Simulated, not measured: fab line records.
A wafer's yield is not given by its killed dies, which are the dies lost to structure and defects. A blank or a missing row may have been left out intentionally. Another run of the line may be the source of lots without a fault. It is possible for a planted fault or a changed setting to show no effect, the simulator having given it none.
fab line records	flow sky130
record: lots: 6	wafers: 18	last-day: 49
route steps=708 shown POLY_GATE@219 PAD_OPEN@708
lots that met no fault: from a run of the same line without faults
start-h: the number of hours between the record's first day and the start of the first shown wafer of the lot	wait-h: hours from the lot's prior step to this one	" unchanged from the row above	L1.1+2: several wafers, shown together as one row	- no value, or no start was given	* or withheld: withheld	< > ~ a bound
route shown NAME@n: a module of which the file shows steps, and the number in the route of the first	usual: the fault-free wafers' mean and standard deviation	same: alike in all rows	chamber/n: place in a boat	sites: readings site by site	_std_site: the standard deviation of these	_edge_site: outer sites' mean less inner sites'	radius-mm: how far each site lies from the wafer's centre	mask NAME#n: copy n	behind: the tool/chamber that last shaped the wafer	hold: why the lot was held/for how many hours/how that ended	device: the transistor (n, p or np) that didn't switch	end of line: tests of these same wafers at the route's end	a step without rows: its recipe alone	killed: not the wafer's yield, but the dies lost to structure and defects at the first sort	map: dies across one wafer; x = killed, . = not, _ = none there
set.NAME: the run value of the setting; set.NAME@STEP: its run value at that earlier step	model.NAME: the simulator's own value behind a step, which no gauge read
lots at some steps of the route; a table a step, a row a wafer
services: when a tool's chamber went out of use (start-h, in hours from the record's first day, below 0 if earlier), for how many hours, and the reason
== steps ==
step: SKY_POLY_GATE_DEHYDRATE_05
recipe: temp-c: 200	time-s: 60
step: SKY_POLY_GATE_HMDS_06
recipe: prime-time-s: 60	prime-temp-c: 120
step: SKY_POLY_GATE_COAT_07
recipe: resist: BARC	temp-c: withheld	time-s: withheld	spin-rpm: 3000	resist-thk-nm: 110
step: SKY_POLY_GATE_COAT_08
recipe: resist: KrF-thick	spin-rpm: 3000	resist-thk-nm: 450
step: SKY_POLY_GATE_SOFTBAKE_09
recipe: temp-c: 100	time-s: 90	resist: KrF-thick
step: SKY_POLY_GATE_EXPOSE_10
recipe: mask-id: P1M	na: 0.68	source-shape: conventional	sigma-outer: 0.6	target-cd-nm: 150	dose-mj: 28
step: SKY_POLY_GATE_PEB_11
recipe: peb-temp-c: withheld	peb-time-s: withheld	resist: KrF-thick
step: SKY_POLY_GATE_DEVELOP_12
recipe: develop-time-s: 60	resist: KrF-thick	dev-temp-c: 21
step: SKY_POLY_GATE_CD_MEAS_13
recipe: target-cd-nm: 150
usual: cd-nm: 149.5/1.3
lot.wafer	tool	chamber	start-h	wait-h	cd-nm
L276.2	cd-sem-01	-	409.40	-	149.3
L276.3	"	-	"	"	148.3
L276.5	"	-	"	"	149.7
L279.1	cd-sem-02	-	418.14	-	147.9
L279.2	"	-	"	"	146.8
L279.6	"	-	"	"	147.7
L281.3	cd-sem-01	-	437.24	-	148.2
L281.5	"	-	"	"	146.9
L281.6	"	-	"	"	148.0
L282.2	cd-sem-01	-	444.67	-	147.6
L282.3	"	-	"	"	148.9
L282.4	"	-	"	"	148.2
L290.1	cd-sem-02	-	527.14	-	150.1
L290.4	"	-	"	"	151.3
L290.6	"	-	"	"	150.7
L294.2	cd-sem-01	-	543.26	-	149.0
L294.5	"	-	"	"	150.5
L294.6	"	-	"	"	150.1
step: SKY_POLY_GATE_OVL_MEAS_14
usual: POLY_GATE_OVL: 4/5
lot.wafer	tool	chamber	start-h	wait-h	POLY_GATE_OVL[nm]
L276.2	overlay-01	-	409.50	0.1	-3
L276.3	"	-	"	"	-2
L276.5	"	-	"	"	-2
L279.1	overlay-01	-	418.26	0.1	1
L279.2	"	-	"	"	5
L279.6	"	-	"	"	3
L281.3	overlay-01	-	437.34	0.1	3
L281.5	"	-	"	"	0
L281.6	"	-	"	"	4
L282.2	overlay-01	-	444.78	0.1	-1
L282.3	"	-	"	"	7
L282.4	"	-	"	"	-3
L290.1	overlay-02	-	527.26	0.1	9
L290.4	"	-	"	"	1
L290.6	"	-	"	"	7
L294.2	overlay-02	-	543.36	0.1	7
L294.5	"	-	"	"	10
L294.6	"	-	"	"	4
step: SKY_POLY_GATE_ETCH_15
recipe: chemistry: N2/H2	target: BARC	ion-energy-ev: 200	source-w: 500	bias-w: 100	pressure-mtorr: 30	n2-flow-sccm: 100	h2-flow-sccm: 200	stop-on: SiO2	time-s: 118.5	target-depth-a: 1100
usual: drypump-motor-current-A: 5.9/0.44	oes-product-au: 0.716/0.0048	run-length-s: 146.9/0.41	throttle-valve-pct: 13.213/0.0087
lot.wafer	tool	chamber	start-h	wait-h	drypump-motor-current-A	oes-product-au	rf-hours-counter-h	run-length-s	throttle-valve-pct
L276.2	rie-diel-03	0	409.53	0.0	5.3	0.718	11	147.6	13.213
L276.3	"	1	"	"	6.2	0.721	90	146.7	13.229
L276.5	"	3	"	"	6.0	0.720	-	147.1	13.204
L279.1	rie-diel-01	3	418.29	0.0	5.7	0.711	2	146.8	13.213
L279.2	"	1	"	"	5.5	0.712	11	147.2	13.211
L279.6	"	3	"	"	5.8	0.715	-	146.8	13.206
L281.3	rie-diel-03	0	437.36	0.0	5.3	0.721	11	147.3	13.219
L281.5	"	1	"	"	6.2	0.720	-	147.0	13.202
L281.6	"	2	"	"	6.4	0.711	-	146.4	13.208
L282.2	rie-diel-03	0	444.81	0.0	5.3	0.712	11	147.2	13.213
L282.3	"	2	"	"	6.4	0.710	3	146.4	13.226
L282.4	"	3	"	"	5.9	0.715	75	146.3	13.212
L290.1	rie-diel-03	2	527.29	0.0	6.4	0.723	5	146.7	13.207
L290.4	"	3	"	"	6.0	0.717	77	146.9	13.220
L290.6	"	3	"	"	6.0	0.711	-	146.3	13.210
L294.2	rie-diel-03	3	543.39	0.0	5.9	0.708	78	146.3	13.223
L294.5	"	3	"	"	6.0	0.713	-	146.8	13.225
L294.6	"	0	"	"	5.3	0.718	-	147.6	13.226
step: SKY_POLY_GATE_ETCH_16
recipe: stop-on: poly-Si	chemistry: CH3F/O2	target: Si3N4	source-w: 400	bias-w: 80	pressure-mtorr: 25	ch3f-flow-sccm: 40	O2_flow_sccm: 30	time-s: 147.5	target-depth-a: 750
usual: drypump-motor-current-A: 5.9/0.44	oes-product-au: 0.639/0.006	run-length-s: 175.9/0.42	throttle-valve-pct: 10.535/0.0097
lot.wafer	tool	chamber	start-h	wait-h	drypump-motor-current-A	oes-product-au	rf-hours-counter-h	run-length-s	throttle-valve-pct
L276.2	rie-diel-03	0	409.62	0.0	5.3	0.650	11	177.0	10.521
L276.3	"	1	"	"	6.2	0.643	90	175.7	10.524
L276.5	"	3	"	"	5.9	0.650	-	175.6	10.526
L279.1	rie-diel-01	3	418.38	0.0	5.7	0.645	2	175.8	10.549
L279.2	"	1	"	"	5.5	0.644	11	176.3	10.523
L279.6	"	3	"	"	5.8	0.642	-	176.4	10.537
L281.3	rie-diel-03	0	437.44	0.0	5.3	0.636	11	176.4	10.551
L281.5	"	1	"	"	6.2	0.635	-	175.7	10.520
L281.6	"	2	"	"	6.4	0.650	-	175.5	10.536
L282.2	rie-diel-03	0	444.89	0.0	5.3	0.641	11	176.5	10.532
L282.3	"	2	"	"	6.3	0.635	3	175.6	10.540
L282.4	"	3	"	"	5.9	0.635	75	175.4	10.546
L290.1	rie-diel-03	2	527.38	0.0	6.3	0.636	5	175.4	10.519
L290.4	"	3	"	"	5.9	0.633	77	176.0	10.530
L290.6	"	3	"	"	5.9	0.642	-	175.5	10.549
L294.2	rie-diel-03	3	543.48	0.0	5.9	0.643	78	175.2	10.560
L294.5	"	3	"	"	5.9	0.638	-	175.2	10.517
L294.6	"	0	"	"	5.3	0.644	-	176.5	10.554
step: SKY_POLY_GATE_ETCH_17
recipe: target-depth-nm: 180	stop-on: SiO2	over-etch-frac: 0.56667	chemistry: HBr/Cl2	target: poly-Si	icp-w: 400	bias-w: 100	pressure-mtorr: 10	HBr_flow_sccm: 150	Cl2_flow_sccm: 50	time-s: 70.5
usual: drypump-motor-current-A: 5.7/0.32	oes-product-au: 0.984/0.0063	run-length-s: 98.7/0.49	throttle-valve-pct: 33.683/0.0087
lot.wafer	tool	chamber	start-h	wait-h	drypump-motor-current-A	oes-product-au	rf-hours-counter-h	run-length-s	throttle-valve-pct	model.KrF-thick_of_POLY_GATE_COAT_08.thk-nm	model.SiO2_of_SONOS_ONO_CVD_04.thk-nm
L276.2	rie-si-01	1	409.71	0.0	6.0	0.989	1	99.2	33.678	136.9	4.102
L276.3	"	0	"	"	5.3	0.972	6	98.9	33.681	139.7	4.034
L276.5	"	3	"	"	5.5	0.985	-	98.0	33.659	142.6	4.044
L279.1	rie-si-01	3	418.47	0.0	5.5	0.985	17	98.1	33.686	141.9	4.226
L279.2	"	2	"	"	6.2	0.982	1	98.7	33.673	139	4.203
L279.6	"	1	"	"	6.0	0.977	-	99.2	33.682	138.6	4.309
L281.3	rie-si-01	1	437.54	0.0	6.0	0.989	2	99.3	33.694	137.4	3.9
L281.5	"	2	"	"	6.2	0.927	-	105.4	33.673	126.9	3.808
L281.6	"	3	"	"	5.5	0.989	-	98.1	33.672	138.5	4.028
L282.2	rie-si-01	0	444.99	0.0	5.3	0.929	6	106.0	33.681	132.2	3.831
L282.3	"	1	"	"	6.0	0.981	2	99.3	33.684	141	4.103
L282.4	"	2	"	"	6.2	0.993	1	98.5	33.695	141.4	3.977
L290.1	rie-si-02	1	527.47	0.0	5.6	0.974	0	99.3	33.674	143.6	4.007
L290.4	"	0	"	"	6.1	0.974	1	98.3	33.690	145.1	3.927
L290.6	"	1	"	"	5.5	0.988	-	99.2	33.681	145.6	3.995
L294.2	rie-si-02	0	543.57	0.0	6.1	0.982	1	98.3	33.689	143.3	4.141
L294.5	"	2	"	"	5.3	0.977	-	98.8	33.686	145.2	4.132
L294.6	"	3	"	"	5.7	0.988	-	98.2	33.686	140.2	4.222
step: SKY_POLY_GATE_STRIP_18
recipe: chemistry: O2/N2	power-w: 1400	pressure-mtorr: 1500	platen-temp-c: withheld	o2-flow-sccm: 3000	n2-flow-sccm: 300	overash-fraction: 0.5
usual: drypump-motor-current-A: 5.1/0.38	o2-flow-sccm: 3000/9.1	oes-product-au: 0.360/0.0044	strip-time-to-endpoint-s: 3.16/0.033
lot.wafer	tool	chamber	start-h	wait-h	drypump-motor-current-A	o2-flow-sccm	oes-product-au	rf-hours-counter-h	strip-time-to-endpoint-s
L276.2	plasma-asher-03	0	409.77	0.0	6.1	2965	0.359	32	3.13
L276.3	"	1	"	"	4.9	3003	0.354	-	3.16
L276.5	"	1	"	"	5.0	3000	0.360	-	3.19
L279.1	plasma-asher-02	0	418.53	0.0	4.8	2989	0.358	57	3.19
L279.2	"	1	"	"	4.8	2992	0.357	57	3.15
L279.6	"	0	"	"	4.8	3003	0.354	-	3.15
L281.3	plasma-asher-03	1	437.63	0.1	5.0	3016	0.361	-	3.15
L281.5	"	1	"	"	5.0	3006	0.352	-	3.03
L281.6	"	0	"	"	6.1	2995	0.364	-	3.13
L282.2	plasma-asher-02	1	445.05	0.0	4.9	2978	0.355	59	3.09
L282.3	"	0	"	"	4.8	2997	0.359	-	3.18
L282.4	"	1	"	"	4.9	2990	0.361	-	3.18
L290.1	plasma-asher-02	0	527.53	0.0	4.9	3011	0.366	67	3.20
L290.4	"	1	"	"	4.9	3009	0.362	-	3.23
L290.6	"	0	"	"	4.8	3004	0.355	-	3.22
L294.2	plasma-asher-02	0	543.63	0.0	4.9	3011	0.365	69	3.20
L294.5	"	1	"	"	4.8	3009	0.358	-	3.22
L294.6	"	0	"	"	4.9	3015	0.356	-	3.17
step: SKY_POLY_GATE_CLEAN_19
recipe: chemistry: SC1/SC2	mix: 1:4:20	temp-c: 70	time-s: 150	dry: n2-spin
step: SKY_PAD_OPEN_PROBE_99
usual: killed_at_M0_to_M3: 43/7.5	killed_at_M4_up: 3.3/1.9	killed-at-contacts: 24/4.6	killed-at-front-end: 16/4.9	killed-at-other: 0.2/0.46	killed-dies: 87/9.1	killed-on-rim: 17/3.6	killed-open: 47/7.4	killed-short: 39/6.6
same: gross-dies: 492	killed-at-back-side: 0
lot.wafer	tool	chamber	start-h	wait-h	killed_at_M0_to_M3	killed_at_M4_up	killed-at-contacts	killed-at-front-end	killed-at-other	killed-dies	killed-on-rim	killed-open	killed-short
L276.2	prober-02	-	1103.85	0.1	56	3	23	6	0	88	18	41	47
L276.3	prober-02	-	1103.90	0.2	47	5	25	5	1	83	15	49	34
L276.5	prober-02	-	1104.00	0.2	57	3	25	17	1	103	17	68	35
L279.1	prober-02	-	1106.26	0.1	31	3	27	30	0	91	19	48	42
L279.2	prober-02	-	1106.31	0.1	47	1	30	14	1	93	20	51	40
L279.6	prober-02	-	1106.51	0.2	62	0	21	17	0	100	21	59	40
L281.3	prober-02	-	1122.65	0.2	37	1	18	18	0	74	13	39	34
L281.5	prober-02	-	1122.75	0.2	38	1	25	23	0	87	14	49	38
L281.6	prober-02	-	1122.80	0.2	38	2	24	20	0	84	11	47	37
L282.2	prober-01	-	1125.70	0.1	39	4	23	9	0	75	13	39	36
L282.3	prober-01	-	1125.75	0.2	41	5	27	14	1	88	19	47	41
L282.4	prober-01	-	1125.80	0.2	43	2	10	18	0	73	9	42	31
L290.1	prober-01	-	1170.63	0.1	49	3	23	9	0	84	18	44	40
L290.4	prober-01	-	1170.78	0.2	54	3	21	14	0	92	16	61	31
L290.6	prober-01	-	1170.88	0.2	48	4	28	20	0	100	16	38	62
L294.2	prober-02	-	1182.28	0.1	48	6	24	5	0	83	14	46	37
L294.5	prober-02	-	1182.43	0.2	30	4	24	20	0	78	17	47	31
L294.6	prober-02	-	1182.48	0.2	34	2	25	13	0	74	20	46	28
killed by level:class
L276.2 VIA1:geometric-particle:open=12 VIA2:geometric-particle:open=10 VIA1:geometric-particle:short=8 METAL1:geometric-particle:short=7 CONTACT:geometric-particle:short=6 LI_CONTACT:geometric-particle:open=5 CONTACT:geometric-particle:open=5 METAL2:geometric-particle:short=5
L276.3 VIA1:geometric-particle:open=15 CONTACT:geometric-particle:open=9 VIA1:geometric-particle:short=6 LI_CONTACT:geometric-particle:open=5 METAL1:geometric-particle:short=5 VIA2:geometric-particle:open=5 CONTACT:geometric-particle:short=4 LI_CONTACT:geometric-particle:short=3
L276.5 VIA1:geometric-particle:open=17 VIA2:geometric-particle:open=14 CONTACT:geometric-particle:open=11 VIA3:geometric-particle:open=8 METAL1:geometric-particle:short=5 POLY_GATE:geometric-particle:short=4 LI_CONTACT:geometric-particle:open=4 LOCAL_INTERCONNECT:geometric-particle:short=4
L279.1 CONTACT:geometric-particle:open=14 FIELD_ISO:geometric-particle:short=11 FIELD_ISO:geometric-particle:open=7 VIA1:geometric-particle:open=7 METAL2:geometric-particle:short=6 VIA3:geometric-particle:open=5 POLY_GATE:geometric-particle:short=4 SPACER:geometric-particle:open=4
L279.2 CONTACT:geometric-particle:open=11 VIA2:geometric-particle:open=8 VIA3:geometric-particle:open=7 CONTACT:geometric-particle:short=6 METAL1:geometric-particle:short=6 FIELD_ISO:geometric-particle:open=5 LI_CONTACT:geometric-particle:open=5 METAL2:geometric-particle:short=5
L279.6 VIA1:geometric-particle:open=16 VIA2:geometric-particle:open=10 METAL2:geometric-particle:short=8 CONTACT:geometric-particle:open=7 LOCAL_INTERCONNECT:geometric-particle:short=6 METAL1:geometric-particle:short=6 VIA3:geometric-particle:open=6 FIELD_ISO:geometric-particle:short=5
L281.3 VIA1:geometric-particle:open=10 VIA2:geometric-particle:open=7 METAL2:geometric-particle:short=6 FIELD_ISO:geometric-particle:short=5 CONTACT:geometric-particle:open=5 VIA3:geometric-particle:open=5 POLY_GATE:geometric-particle:open=4 LOCAL_INTERCONNECT:geometric-particle:short=4
L281.5 VIA1:geometric-particle:open=10 CONTACT:geometric-particle:open=9 FIELD_ISO:geometric-particle:short=8 LI_CONTACT:geometric-particle:open=7 LOCAL_INTERCONNECT:geometric-particle:short=6 VIA3:geometric-particle:open=6 FIELD_ISO:geometric-particle:open=5 METAL1:geometric-particle:short=5
L281.6 FIELD_ISO:geometric-particle:open=8 LI_CONTACT:geometric-particle:open=7 METAL1:geometric-particle:short=7 VIA1:geometric-particle:open=7 POLY_GATE:geometric-particle:open=5 LOCAL_INTERCONNECT:geometric-particle:short=5 CONTACT:geometric-particle:open=5 VIA3:geometric-particle:open=5
L282.2 CONTACT:geometric-particle:open=8 VIA1:geometric-particle:open=7 VIA3:geometric-particle:open=7 LI_CONTACT:geometric-particle:open=5 METAL1:geometric-particle:short=5 LOCAL_INTERCONNECT:geometric-particle:short=4 CONTACT:geometric-particle:short=4 VIA1:geometric-particle:short=4
L282.3 VIA1:geometric-particle:open=9 CONTACT:geometric-particle:open=8 VIA2:geometric-particle:open=7 LI_CONTACT:geometric-particle:open=7 LOCAL_INTERCONNECT:geometric-particle:short=6 METAL1:geometric-particle:short=6 FIELD_ISO:geometric-particle:open=5 METAL4:geometric-particle:short=5
L282.4 VIA2:geometric-particle:open=11 VIA1:geometric-particle:open=10 METAL2:geometric-particle:short=8 FIELD_ISO:geometric-particle:open=5 LI_CONTACT:geometric-particle:open=4 FIELD_ISO:geometric-particle:short=3 POLY_GATE:geometric-particle:short=3 LI_CONTACT:geometric-particle:short=3
L290.1 VIA1:geometric-particle:open=14 CONTACT:geometric-particle:open=10 VIA1:geometric-particle:short=8 METAL2:geometric-particle:short=8 LI_CONTACT:geometric-particle:open=7 FIELD_ISO:geometric-particle:short=5 VIA3:geometric-particle:short=4 LOCAL_INTERCONNECT:geometric-particle:short=3
L290.4 VIA1:geometric-particle:open=21 CONTACT:geometric-particle:open=9 METAL2:geometric-particle:short=6 VIA3:geometric-particle:open=6 LI_CONTACT:geometric-particle:open=5 FIELD_ISO:geometric-particle:open=4 POLY_GATE:geometric-particle:open=4 LI_CONTACT:geometric-particle:short=4
L290.6 CONTACT:geometric-particle:short=15 VIA1:geometric-particle:open=9 VIA1:geometric-particle:short=7 FIELD_ISO:geometric-particle:short=6 METAL2:geometric-particle:short=6 LOCAL_INTERCONNECT:geometric-particle:short=5 METAL2:geometric-particle:open=5 LI_CONTACT:geometric-particle:open=4
L294.2 VIA1:geometric-particle:open=11 VIA2:geometric-particle:open=9 CONTACT:geometric-particle:open=8 VIA3:geometric-particle:open=8 LI_CONTACT:geometric-particle:open=7 METAL1:geometric-particle:short=6 VIA2:geometric-particle:short=5 METAL2:geometric-particle:short=4
L294.5 VIA1:geometric-particle:open=8 CONTACT:geometric-particle:short=6 CONTACT:geometric-particle:open=6 POLY_GATE:geometric-particle:open=5 LI_CONTACT:geometric-particle:open=5 LOCAL_INTERCONNECT:geometric-particle:short=5 VIA3:geometric-particle:open=5 FIELD_ISO:geometric-particle:short=4
L294.6 VIA1:geometric-particle:open=10 LI_CONTACT:geometric-particle:open=9 VIA3:geometric-particle:open=8 CONTACT:geometric-particle:open=7 FIELD_ISO:geometric-particle:short=4 VIA1:geometric-particle:short=4 FIELD_ISO:geometric-particle:open=3 LOCAL_INTERCONNECT:geometric-particle:short=3
== services ==
tool	chamber	start-h	hours	kind
rie-si-02	0	387.49	-	clean
rie-si-02	0	387.49	18.1	scheduled-down
rie-si-02	0	387.49	18.1	vent-cycle
rie-diel-03	-	413.24	0.6	repair
rie-diel-01	2	413.90	6.6	repair
plasma-asher-03	-	416.15	2.8	pm
rie-diel-01	2	446.86	7.6	repair
rie-si-02	1	451.95	2.4	repair
rie-diel-03	-	460.92	1.2	repair
rie-si-02	2	463.68	-	clean
rie-si-02	2	463.68	27.6	scheduled-down
rie-si-02	2	463.68	27.6	vent-cycle
rie-diel-01	3	474.66	8.4	repair
rie-si-01	1	477.38	14.7	repair
rie-si-02	1	491.36	-	clean
rie-si-02	1	491.36	22.2	scheduled-down
rie-diel-03	2	492.95	3.8	repair
rie-diel-03	1	504.41	-	clean
rie-diel-03	1	504.41	14.7	scheduled-down
rie-diel-03	1	504.41	14.7	vent-cycle
rie-diel-03	2	514.29	9.0	repair
rie-diel-01	2	524.52	13.3	repair
rie-diel-03	3	530.16	6.7	repair
rie-diel-01	-	541.86	2.4	repair
== key ==
first-sign: step: SKY_POLY_GATE_ETCH_17	reading: run-length-s	direction: up	sigmas: 14	usual: *	struck: *
effect: step: SKY_POLY_GATE_ETCH_17	reading: oes-product-au	direction: down	sigmas: 8.9	usual: 0.984	struck: 0.928
effect: step: SKY_POLY_GATE_STRIP_18	reading: strip-time-to-endpoint-s	direction: down	sigmas: 3.2	usual: *	struck: *
model-effect: step: SKY_POLY_GATE_ETCH_17	value: KrF-thick_of_POLY_GATE_COAT_08.thk-nm	without: 138.4	struck: 129.5
met-at SKY_POLY_GATE_ETCH_17
struck-wafers L281.5,L282.2
tester-left-out L281,L282
onset-between 418.47 437.54
fault: kind: process-parameter-drift	tool: rie-si-01	chamber: -	onset-h: 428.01	steps: SKY_POLY_GATE_ETCH_17	channel: time-s	offset: *	shape: step	end-h: 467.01	scope: struck-wafers-only	acts-in: *	stated: *
tester-left-out: of these lots the tester's yield and bins aren't shown, on N5 and GAA mostly nor the transistor test; their killed dies are dies lost to structure and defects alone, not to doping, threshold or leakage, so they don't give the yield
